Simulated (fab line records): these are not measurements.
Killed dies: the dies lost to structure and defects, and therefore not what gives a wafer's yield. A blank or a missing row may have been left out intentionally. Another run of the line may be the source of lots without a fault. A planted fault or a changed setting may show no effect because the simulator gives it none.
Problem report, 8D (eight disciplines) form, completed by code	flow gf180mcu	the parts of the form that need people (team, actions taken, sign-off) are left out

== 1. THE PROBLEM ==
Wafers without a fault read 100.00, standard deviation 0.03; beam energy keV at GF_VT_IMPLANT_IMPLANT_19 reads a mean of 107.29 on 6 wafers belonging to 2 lots. So: +99 or more standard deviations from the usual mean.
Earliest sighting: wafer L539.1 on implanter-04 at day 10 04:50. Wafers with a number at this step in the record: 18, from 6 lots. By rule, "out" or "out of limits" means more than 4 standard deviations away from the usual mean. All remaining wafers that have a number are taken as sound.

== 2. WHAT IT IS AND WHAT IT IS NOT ==
question	is	is not
which readings at this step	beam energy keV	-
which lots	L539, L540	L526, L530, L541, L547
which wafers of those lots	all that have a number	-
read on which tools	implanter-04	implanter-02, implanter-03
when	from day 10 04:50	up to then (6 sound wafers); but 6 sound wafers of L541, L547 came after

== 3. WHAT RULES OUT EACH SUSPECT ==
Counting: a tool at any process step up to the reading remains a suspect when it ran all the lots that are out and ran no sound lot after the first of those.
- plasma asher-04 at GF_VT_IMPLANT_STRIP_09 (strips in O2/N2): ruled out as a lasting fault. The sound lots L541, L547 went through it after L539, its earliest lot that is out (day 9 11:04).
- implanter-04 at GF_VT_IMPLANT_IMPLANT_19: kept. Every lot that is out went through it, starting with L539 (day 10 04:50), and after that it ran no sound lot; the last sound lot it ran before then is L526 (day 7 00:36). On those wafers its own readings are out: beam energy keV.
Remaining after the count: implanter-04 at GF_VT_IMPLANT_IMPLANT_19.

== 4. THE CAUSE (what the simulator had put in) ==
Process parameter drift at GF_VT_IMPLANT_IMPLANT_19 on implanter-04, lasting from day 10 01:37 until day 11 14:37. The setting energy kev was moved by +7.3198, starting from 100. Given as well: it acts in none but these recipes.
This tool alone remained once counting was done.

== 5. THE EFFECT CHAIN, in route order ==
Each row: a reading where the mean over the struck wafers with a number is more than 3 standard deviations away from the usual. Scope: only readings with a usual standard deviation given in the record; hours: median across lots of the time from each lot's start at the first step in this table that gives one to its start at this step; sigmas: change in usual standard deviations.
hours	step	reading	usual	on struck wafers	change	sigmas
0	GF_VT_IMPLANT_IMPLANT_19	beam energy keV	100.00	107.29	+7.29	+99 or more
Here are the process steps it includes:
- GF_VT_IMPLANT_IMPLANT_19

== 6. HOW IT WOULD HAVE BEEN CAUGHT EARLIER ==
In this record no reading fell out of limits until day 10 04:50, 3 hours after the fault had begun at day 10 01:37.
